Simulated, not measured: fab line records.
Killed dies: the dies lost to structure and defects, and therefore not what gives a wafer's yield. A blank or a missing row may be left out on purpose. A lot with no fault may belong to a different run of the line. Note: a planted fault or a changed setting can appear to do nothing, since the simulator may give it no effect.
fab line records | flow gf180mcu | part 1 of 2: steps 1 to 25 of 35
[record] lots = 5 wafers = 15 lastDay = 34
route steps=602 shown M5@533 V5@540 TOP_METAL@567
lots that met no fault: taken from a fault-free run of the same line
startH: hours from the record's opening day to when the first of the lot's shown wafers began | waitH: hours elapsed since this lot's preceding step | " unchanged from the row above | L1.1+2: a single row standing in for several wafers | - no value present, or no start provided | * or withheld: withheld | < > ~ a bound
route shown NAME@n: NAME is a module with steps in the file, n the number in the route of the first one | usual: mean/standard deviation taken from wafers without a fault | same: alike in all rows | chamber/n: place in a boat | sites: per-site readings | _std_site: the values' standard deviation | _edge_site: inner sites' mean taken away from outer sites' mean | radiusMm: for every site, how far away it sits from the centre of the wafer | mask NAME#n: copy n | behind: the tool/chamber that last shaped the wafer | hold: why the lot went on hold/how many hours it stayed there/how the hold came to an end | device: the transistor (n, p or np) that didn't switch | end of line: the same wafers' tests at the end of the route | for a step that has no rows: nothing shown but its recipe | killed: at the first sort, the dies lost to defects and structure; wafer yield is something else | map: per-die view of a wafer (x killed, . not killed, _ where there is no die)
set.NAME: setting as actually run; set.NAME@STEP: the setting as run at that earlier step | model.NAME: the simulator's own value behind a step, which no gauge read
lots seen at some steps along the route; tables by step, rows by wafer
services: when a tool's chamber went out of use (startH, in hours from the record's first day, below 0 if earlier), for how many hours, and the reason
[[steps]]
[step GF_M5_CD_MEAS_07]
[recipe] targetCdNm = 280
[usual] cdNm = 279.7/1.1
// columns lot.wafer tool chamber startH waitH cdNm
L076.1 cdSem-02 - 623.33 0.1 279.9
L076.5 " - " " 280.1
L076.6 " - " " 279.0
L084.2 cdSem-02 - 685.66 0.1 279.5
L084.4 " - " " 278.8
L084.6 " - " " 279.1
L087.3 cdSem-02 - 703.97 0.1 281.3
L087.5 " - " " 281.4
L087.6 " - " " 281.9
L088.1 cdSem-01 - 714.14 0.1 282.6
L088.4 " - " " 281.7
L088.6 " - " " 282.3
L096.1 cdSem-01 - 759.73 0.1 279.1
L096.5 " - " " 279.6
L096.6 " - " " 279.0
[step GF_M5_OVL_MEAS_08]
[usual] M5_OVL = 6/5.4
// columns lot.wafer tool chamber startH waitH M5_OVL[nm]
L076.1 overlay-02 - 623.45 0.1 -3
L076.5 " - " " -6
L076.6 " - " " 4
L084.2 overlay-02 - 685.77 0.1 9
L084.4 " - " " 6
L084.6 " - " " 9
L087.3 overlay-02 - 704.06 0.1 0
L087.5 " - " " 1
L087.6 " - " " 3
L088.1 overlay-02 - 714.26 0.1 -2
L088.4 " - " " 4
L088.6 " - " " 4
L096.1 overlay-02 - 759.85 0.1 9
L096.5 " - " " 1
L096.6 " - " " 16
[step GF_M5_ETCH_09]
[recipe] chemistry = CF4/O2 target = Si3N4 targetDepthNm = 52 sourceW = 800 biasW = 150 pressureMtorr = 150 cf4FlowSccm = 80 O2_flow_sccm = 10 timeS = 11.6
[usual] drypumpMotorCurrentA = 6.1/0.46 oesProductAu = 0.996/0.0097 throttleValvePct = 5.969/0.0089
// columns lot.wafer tool chamber startH waitH drypumpMotorCurrentA oesProductAu rfHoursCounterH throttleValvePct
L076.1 rieDiel-01 0 623.49 0.0 6.2 1.008 7 5.953
L076.5 " 2 " " 6.4 1.007 - 5.974
L076.6 " 1 " " 5.7 1.004 - 5.971
L084.2 rieDiel-01 0 685.80 0.0 6.3 0.996 10 5.956
L084.4 " 3 " " 6.8 0.999 1 5.974
L084.6 " 3 " " 6.8 1.005 - 5.956
L087.3 rieDiel-03 2 704.09 0.0 5.6 0.990 7 5.971
L087.5 " 3 " " 6.5 0.998 - 5.973
L087.6 " 0 " " 6.4 0.991 - 5.969
L088.1 rieDiel-01 2 714.30 0.0 6.4 1.007 23 5.966
L088.4 " 1 " " 5.8 0.999 14 5.970
L088.6 " 3 " " 6.8 1.005 - 5.970
L096.1 rieDiel-04 2 759.89 0.0 5.7 1.003 12 5.959
L096.5 " 2 " " 5.7 1.006 - 5.966
L096.6 " 3 " " 4.7 0.990 - 5.968
[step GF_M5_METAL_ETCH_10]
[recipe] chemistry = Cl2/BCl3 maskMaterial = KrF targetDepthNm = 627.5 stopOn = SiO2 pressureMtorr = 8 icpW = 800 biasW = 140 Cl2_flow_sccm = 80 bcl3FlowSccm = 40 timeS = 104.6
[usual] drypumpMotorCurrentA = 5.6/0.32 oesProductAu = 0.974/0.0059 throttleValvePct = 28.245/0.01
// columns lot.wafer tool chamber startH waitH drypumpMotorCurrentA oesProductAu rfHoursCounterH throttleValvePct
L076.1 rieMetal-01 0 623.51 0.0 5.7 0.981 8 28.235
L076.5 " 0 " " 5.7 0.972 - 28.233
L076.6 " 0 " " 5.7 0.976 - 28.252
L084.2 rieMetal-04 1 685.82 0.0 5.0 0.971 2 28.266
L084.4 " 1 " " 5.0 0.977 - 28.238
L084.6 " 1 " " 5.0 0.974 - 28.252
L087.3 rieMetal-02 0 704.15 0.0 6.0 0.968 - 28.259
L087.5 " 1 " " 5.4 0.979 - 28.259
L087.6 " 0 " " 6.0 0.971 - 28.256
L088.1 rieMetal-01 1 714.32 0.0 5.8 0.977 3 28.247
L088.4 " 0 " " 5.7 0.976 - 28.254
L088.6 " 1 " " 5.8 0.965 - 28.247
L096.1 rieMetal-01 1 759.91 0.0 5.8 0.970 5 28.247
L096.5 " 0 " " 5.7 0.978 - 28.246
L096.6 " 1 " " 5.8 0.970 - 28.246
[step GF_M5_STRIP_11]
[recipe] chemistry = O2/N2 powerW = 1400 pressureMtorr = 1500 platenTempC = 250 o2FlowSccm = 3000 n2FlowSccm = 300 overashFraction = 0.5
[usual] drypumpMotorCurrentA = 5.9/0.3 heaterPowerW = 360/25 oesProductAu = 0.542/0.0048 stripTimeToEndpointS = 7.49/0.041
// columns lot.wafer tool chamber startH waitH drypumpMotorCurrentA heaterPowerW oesProductAu rfHoursCounterH stripTimeToEndpointS
L076.1 plasmaAsher-02 1 623.74 0.2 5.9 317 0.543 53 7.53
L076.5 " 0 " " 6.2 371 0.541 - 7.48
L076.6 " 1 " " 5.9 311 0.535 - 7.50
L084.2 plasmaAsher-02 0 685.93 0.1 6.2 384 0.543 59 7.51
L084.4 " 0 " " 6.2 372 0.538 - 7.48
L084.6 " 1 " " 5.9 314 0.532 - 7.49
L087.3 plasmaAsher-04 0 704.26 0.1 6.2 363 0.543 - 7.54
L087.5 " 0 " " 6.2 365 0.540 - 7.45
L087.6 " 1 " " 5.8 374 0.542 - 7.51
L088.1 plasmaAsher-02 0 714.43 0.1 6.2 376 0.537 63 7.43
L088.4 " 1 " " 6.0 313 0.542 - 7.51
L088.6 " 0 " " 6.2 372 0.545 - 7.45
L096.1 plasmaAsher-04 1 760.02 0.1 5.8 391 0.545 35 7.45
L096.5 " 0 " " 6.2 366 0.538 - 7.49
L096.6 " 1 " " 5.8 387 0.542 - 7.48
[step GF_M5_STRIP_12]
[recipe] chemistry = postEtchResidueRemover timeS = 1200 tempC = 72.5
[usual] tempC = 72.48/0.13
// columns lot.wafer tool chamber startH waitH tempC
L076.1 wetBench-03 0 623.84 0.1 72.46
L076.5 " 0 " " 72.34
L076.6 " 0 " " 72.37
L084.2 wetBench-01 3 686.03 0.1 72.40
L084.4 " 3 " " 72.45
L084.6 " 3 " " 72.53
L087.3 wetBench-03 0 704.32 0.0 72.23
L087.5 " 0 " " 72.54
L087.6 " 0 " " 72.27
L088.1 wetBench-03 0 714.53 0.1 72.51
L088.4 " 0 " " 72.53
L088.6 " 0 " " 72.60
L096.1 wetBench-03 1 760.12 0.1 72.29
L096.5 " 1 " " 72.39
L096.6 " 1 " " 72.47
[step GF_M5_CLEAN_13]
[recipe] chemistry = DIW dry = n2Spin
// columns lot.wafer tool chamber startH waitH
L076.1+5+6 wetBench-04 2 624.18 0.0
L084.2+4+6 wetBench-04 3 686.37 0.0
L087.3+5+6 wetBench-01 3 704.67 0.0
L088.1+4+6 wetBench-04 3 714.87 0.0
L096.1+5+6 wetBench-04 3 760.46 0.0
[step GF_V5_CVD_00]
[recipe] material = SiO2 targetThkNm = 300 sigmaOpenFrac = 0.3 tempC = 400 timeS = 50 sih4FlowSccm = 60 pressureMtorr = 6
// columns lot.wafer tool chamber startH waitH
L076.1+5+6 hdpcvd-01 2,2,0 624.27 0.0
L084.2+4+6 hdpcvd-01 2,2,0 686.47 0.0
L087.3+5+6 hdpcvd-02 2,0,2 704.76 0.0
L088.1+4+6 hdpcvd-01 2,2,1 714.97 0.0
L096.1+5+6 hdpcvd-02 1,0,1 760.56 0.0
[step GF_V5_THK_MEAS_01]
[recipe] reads = SiO2_of_V5_CVD_00
[usual] V5_CVD_00_THK = 299/3.1
// columns lot.wafer tool chamber startH waitH V5_CVD_00_THK[nm]
L076.1 filmMetro-04 - 624.31 0.0 298
L076.5 " - " " 298
L076.6 " - " " 299
L084.2 filmMetro-01 - 686.53 0.0 294
L084.4 " - " " 294
L084.6 " - " " 292
L087.3 filmMetro-02 - 704.82 0.0 302
L087.5 " - " " 300
L087.6 " - " " 298
L088.1 filmMetro-02 - 715.02 0.0 297
L088.4 " - " " 297
L088.6 " - " " 297
L096.1 filmMetro-01 - 760.60 0.0 298
L096.5 " - " " 304
L096.6 " - " " 300
[step GF_V5_CVD_02]
[recipe] material = SiO2 targetThkNm = 1450 precursor = TEOS tempC = 400 timeS = 163.28 rfW = 600
[usual] heaterPowerW = 663/120
// columns lot.wafer tool chamber startH waitH heaterPowerW
L076.1 pecvd-02 0 624.37 0.1 692
L076.5 " 0 " " 572
L076.6 " 1 " " 797
L084.2 pecvd-04 1 686.58 0.0 798
L084.4 " 2 " " 570
L084.6 " 0 " " 752
L087.3 pecvd-02 0 704.86 0.0 667
L087.5 " 2 " " 759
L087.6 " 0 " " 576
L088.1 pecvd-03 2 715.08 0.1 603
L088.4 " 0 " " 623
L088.6 " 2 " " 514
L096.1 pecvd-03 1 760.66 0.1 498
L096.5 " 2 " " 496
L096.6 " 1 " " 540
[step GF_V5_THK_MEAS_03]
[recipe] reads = SiO2_of_V5_CVD_02
[usual] V5_CVD_02_THK = 1443/19
// columns lot.wafer tool chamber startH waitH V5_CVD_02_THK[nm]
L076.1 filmMetro-01 - 624.48 0.1 1450
L076.5 " - " " 1471
L076.6 " - " " 1454
L084.2 filmMetro-04 - 686.69 0.1 1428
L084.4 " - " " 1461
L084.6 " - " " 1444
L087.3 filmMetro-01 - 704.99 0.1 1439
L087.5 " - " " 1479
L087.6 " - " " 1472
L088.1 filmMetro-04 - 715.18 0.1 1433
L088.4 " - " " 1467
L088.6 " - " " 1459
L096.1 filmMetro-01 - 760.79 0.1 1413
L096.5 " - " " 1460
L096.6 " - " " 1443
[step GF_V5_CMP_04]
[recipe] material = SiO2 downForcePsi = 4 platenRpm = 60 padVelocityMS = 0.94248
[usual] motorCurrentA = 11.7/1.2 slurryFlowMlMin = 150.0/0.51
// columns lot.wafer tool chamber startH waitH motorCurrentA slurryFlowMlMin
L076.1 cmp-01 0 624.64 0.1 10.3 150.8
L076.6 " 2 " " 11.2 149.9
L076.5 " 3 " " 11.0 150.1
L084.4 cmp-01 0 686.84 0.1 11.0 150.3
L084.2 " 1 " " 12.9 149.9
L084.6 " 2 " " 11.2 149.9
L087.3 cmp-02 0 705.03 0.0 14.1 151.4
L087.5 " 0 " " 13.8 150.5
L087.6 " 1 " " 11.1 150.2
L088.4 cmp-02 2 715.29 0.1 12.2 150.5
L088.1 " 0 " " 13.8 150.5
L088.6 " 2 " " 12.7 150.8
L096.1 cmp-01 1 761.17 0.4 13.0 149.6
L096.5 " 3 " " 10.4 149.7
L096.6 " 0 " " 10.7 150.6
[step GF_V5_BOW_MEAS_05]
[recipe] mode = bow
[usual] V5_BOW = 132/9.9
// columns lot.wafer tool chamber startH waitH V5_BOW[um]
L076.1 filmMetro-04 - 624.84 0.1 134
L076.5 " - " " 121
L076.6 " - " " 139
L084.2 filmMetro-04 - 687.06 0.1 118
L084.4 " - " " 133
L084.6 " - " " 126
L087.3 filmMetro-04 - 705.37 0.3 118
L087.5 " - " " 124
L087.6 " - " " 131
L088.1 filmMetro-02 - 715.54 0.1 129
L088.4 " - " " 118
L088.6 " - " " 145
L096.1 filmMetro-02 - 761.37 0.1 146
L096.5 " - " " 129
L096.6 " - " " 139
[step GF_V5_DEHYDRATE_06]
[recipe] tempC = 200 timeS = 60
[usual] resistLineTempC = 22.99/0.1
// columns lot.wafer tool chamber startH waitH resistLineTempC
L076.1 lithoTrack-04 0 634.07 9.2 23.00
L076.5 " 0 " " 23.15
L076.6 " 0 " " 23.02
L084.2 lithoTrack-01 0 695.47 8.4 22.95
L084.4 " 0 " " 22.97
L084.6 " 0 " " 23.01
L087.3 lithoTrack-04 0 713.92 8.5 23.10
L087.5 " 0 " " 22.95
L087.6 " 0 " " 22.99
L088.1 lithoTrack-01 0 723.35 7.8 22.89
L088.4 " 0 " " 22.86
L088.6 " 0 " " 22.93
L096.1 lithoTrack-04 0 769.37 8.0 22.90
L096.5 " 0 " " 23.05
L096.6 " 0 " " 22.72
[step GF_V5_HMDS_07]
[recipe] primeTimeS = 60 primeTempC = 120
[usual] resistLineTempC = 23.01/0.11
[same] primeTimeS = 60
// columns lot.wafer tool chamber startH waitH resistLineTempC
L076.1 lithoTrack-04 0 634.22 0.1 22.98
L076.5 " 0 " " 23.03
L076.6 " 0 " " 23.00
L084.2 lithoTrack-01 0 695.62 0.1 22.75
L084.4 " 0 " " 22.81
L084.6 " 0 " " 22.72
L087.3 lithoTrack-04 0 714.07 0.1 23.11
L087.5 " 0 " " 23.18
L087.6 " 0 " " 23.01
L088.1 lithoTrack-01 0 723.50 0.1 22.81
L088.4 " 0 " " 22.93
L088.6 " 0 " " 22.87
L096.1 lithoTrack-04 0 769.52 0.1 23.32
L096.5 " 0 " " 23.16
L096.6 " 0 " " 23.18
[step GF_V5_COAT_08]
[recipe] resist = BARC tempC = withheld timeS = withheld spinRpm = withheld resistThkNm = withheld
[usual] resistLineTempC = *
// columns lot.wafer tool chamber startH waitH resistLineTempC
L076.1 lithoTrack-04 0 634.37 0.1 *
L076.5 " 0 " " *
L076.6 " 0 " " *
L084.2 lithoTrack-01 0 695.77 0.1 *
L084.4 " 0 " " *
L084.6 " 0 " " *
L087.3 lithoTrack-04 0 714.22 0.1 *
L087.5 " 0 " " *
L087.6 " 0 " " *
L088.1 lithoTrack-01 0 723.65 0.1 *
L088.4 " 0 " " *
L088.6 " 0 " " *
L096.1 lithoTrack-04 0 769.67 0.1 *
L096.5 " 0 " " *
L096.6 " 0 " " *
[step GF_V5_COAT_09]
[recipe] resist = KrF spinRpm = withheld resistThkNm = 1000
[usual] resistLineTempC = 23.04/0.11
// columns lot.wafer tool chamber startH waitH resistLineTempC
L076.1 lithoTrack-04 0 - - 22.95
L076.5 " 0 " " 23.03
L076.6 " 0 " " 22.97
L084.2 lithoTrack-01 0 - - 22.96
L084.4 " 0 " " 23.08
L084.6 " 0 " " 23.11
L087.3 lithoTrack-04 0 - - 23.03
L087.5 " 0 " " 23.32
L087.6 " 0 " " 23.13
L088.1 lithoTrack-01 0 - - 22.77
L088.4 " 0 " " 22.91
L088.6 " 0 " " 22.89
L096.1 lithoTrack-04 0 - - 23.22
L096.5 " 0 " " 23.11
L096.6 " 0 " " 23.05
[step GF_V5_SOFTBAKE_10]
[recipe] tempC = 130 timeS = 60 resist = KrF
[usual] resistLineTempC = 22.99/0.1
// columns lot.wafer tool chamber startH waitH resistLineTempC
L076.1 lithoTrack-04 0 - - 23.03
L076.5 " 0 " " 22.97
L076.6 " 0 " " 23.01
L084.2 lithoTrack-01 0 - - 23.07
L084.4 " 0 " " 23.09
L084.6 " 0 " " 22.97
L087.3 lithoTrack-04 0 - - 22.99
L087.5 " 0 " " 22.97
L087.6 " 0 " " 22.94
L088.1 lithoTrack-01 0 - - 22.88
L088.4 " 0 " " 22.88
L088.6 " 0 " " 22.98
L096.1 lithoTrack-04 0 - - 23.01
L096.5 " 0 " " 22.88
L096.6 " 0 " " 22.97
[step GF_V5_EXPOSE_11]
[recipe] maskId = Via5 targetCdNm = 260 na = 0.68 sourceShape = conventional sigmaOuter = 0.6 doseMj = 38
// columns lot.wafer tool chamber startH waitH mask
L076.1+5+6 krfScanner-02 0 - - Via5#0
L084.2+4+6 krfScanner-01 0 - - Via5#0
L087.3+5+6 krfScanner-01 0 - - Via5#0
L088.1+4+6 krfScanner-01 0 - - Via5#0
L096.1+5+6 krfScanner-01 0 - - Via5#0
[step GF_V5_PEB_12]
[recipe] pebTempC = 135.9 pebTimeS = 90 resist = KrF
[usual] resistLineTempC = 23.00/0.11
// columns lot.wafer tool chamber startH waitH resistLineTempC
L076.1 lithoTrack-01 0 - - 23.06
L076.5 " 0 " " 23.13
L076.6 " 0 " " 23.02
L084.2 lithoTrack-04 0 - - 23.04
L084.4 " 0 " " 22.99
L084.6 " 0 " " 22.89
L087.3 lithoTrack-03 0 - - 22.96
L087.5 " 0 " " 22.86
L087.6 " 0 " " 22.96
L088.1 lithoTrack-01 0 - - 22.83
L088.4 " 0 " " 22.88
L088.6 " 0 " " 22.86
L096.1 lithoTrack-03 0 - - 22.91
L096.5 " 0 " " 23.07
L096.6 " 0 " " 23.01
[step GF_V5_DEVELOP_13]
[recipe] developTimeS = 60 resist = KrF devTempC = 21
[usual] resistLineTempC = 23.03/0.11
// columns lot.wafer tool chamber startH waitH resistLineTempC
L076.1 lithoTrack-01 0 644.95 0.2 22.93
L076.5 " 0 " " 23.07
L076.6 " 0 " " 22.90
L084.2 lithoTrack-04 0 705.30 0.2 23.13
L084.4 " 0 " " 23.09
L084.6 " 0 " " 23.17
L087.3 lithoTrack-03 0 723.03 0.1 23.20
L087.5 " 0 " " 23.02
L087.6 " 0 " " 23.19
L088.1 lithoTrack-01 0 732.70 0.2 23.01
L088.4 " 0 " " 22.99
L088.6 " 0 " " 23.09
L096.1 lithoTrack-03 0 776.88 0.2 22.92
L096.5 " 0 " " 23.00
L096.6 " 0 " " 23.05
[step GF_V5_CD_MEAS_14]
[recipe] targetCdNm = 260
[usual] cdNm = 259.8/1.2
// columns lot.wafer tool chamber startH waitH cdNm
L076.1 cdSem-02 - 645.10 0.1 259.4
L076.5 " - " " 259.7
L076.6 " - " " 260.0
L084.2 cdSem-01 - 705.48 0.2 257.9
L084.4 " - " " 259.6
L084.6 " - " " 258.2
L087.3 cdSem-02 - 723.17 0.1 258.6
L087.5 " - " " 260.5
L087.6 " - " " 259.0
L088.1 cdSem-01 - 732.85 0.1 259.7
L088.4 " - " " 260.3
L088.6 " - " " 259.4
L096.1 cdSem-02 - 777.03 0.1 261.1
L096.5 " - " " 260.4
L096.6 " - " " 258.4
[step GF_V5_OVL_MEAS_15]
[usual] V5_OVL = 0/5.9
// columns lot.wafer tool chamber startH waitH V5_OVL[nm]
L076.1 overlay-01 - 645.22 0.1 -3
L076.5 " - " " -8
L076.6 " - " " 2
L084.2 overlay-02 - 705.59 0.1 -2
L084.4 " - " " 1
L084.6 " - " " -7
L087.3 overlay-01 - 723.26 0.1 -2
L087.5 " - " " -3
L087.6 " - " " -8
L088.1 overlay-02 - 732.97 0.1 0
L088.4 " - " " 5
L088.6 " - " " 5
L096.1 overlay-02 - 777.15 0.1 -4
L096.5 " - " " -9
L096.6 " - " " 3
[step GF_V5_ETCH_16]
[recipe] chemistry = N2/H2 targetDepthA = withheld overetchA = withheld timeS = withheld target = BARC ionEnergyEv = 200 sourceW = 500 biasW = 100 pressureMtorr = 30 n2FlowSccm = 100 h2FlowSccm = 200
[usual] drypumpMotorCurrentA = 5.8/0.54 oesProductAu = 0.855/0.0047 throttleValvePct = 13.224/0.0086
// columns lot.wafer tool chamber startH waitH drypumpMotorCurrentA oesProductAu throttleValvePct
L076.1 rieDiel-02 2 645.26 0.0 5.2 0.850 13.227
L076.5 " 1 " " 5.6 0.853 13.217
L076.6 " 2 " " 5.2 0.853 13.222
L084.2 rieDiel-01 0 705.62 0.0 6.2 0.856 13.228
L084.4 " 3 " " 6.8 0.858 13.229
L084.6 " 2 " " 6.4 0.852 13.226
L087.3 rieDiel-01 0 723.29 0.0 6.3 0.854 13.207
L087.5 " 2 " " 6.4 0.854 13.214
L087.6 " 3 " " 6.8 0.856 13.228
L088.1 rieDiel-02 0 733.01 0.0 5.6 0.849 13.214
L088.4 " 1 " " 5.5 0.855 13.231
L088.6 " 3 " " 6.5 0.862 13.218
L096.1 rieDiel-02 2 777.19 0.0 5.2 0.850 13.223
L096.5 " 0 " " 5.6 0.857 13.225
L096.6 " 1 " " 5.6 0.857 13.225
[step GF_V5_ETCH_17]
[recipe] chemistry = C4F8/O2/Ar maskMaterial = KrF target = SiO2 stopOn = TiN sourceW = 1500 biasW = 1200 pressureMtorr = 40 c4f8FlowSccm = withheld O2_flow_sccm = 6 Ar_flow_sccm = 300 timeS = withheld targetDepthA = 8550
[usual] oesProductAu = 0.859/0.0046
// columns lot.wafer tool chamber startH waitH oesProductAu
L076.1 rieDiel-02 2 - - 0.858
L076.5 " 1 " " 0.862
L076.6 " 2 " " 0.861
L084.2 rieDiel-01 0 - - 0.859
L084.4 " 3 " " 0.855
L084.6 " 2 " " 0.856
L087.3 rieDiel-01 0 - - 0.856
L087.5 " 2 " " 0.859
L087.6 " 3 " " 0.861
L088.1 rieDiel-02 0 - - 0.859
L088.4 " 1 " " 0.856
L088.6 " 3 " " 0.859
L096.1 rieDiel-02 2 - - 0.860
L096.5 " 0 " " 0.858
L096.6 " 1 " " 0.861
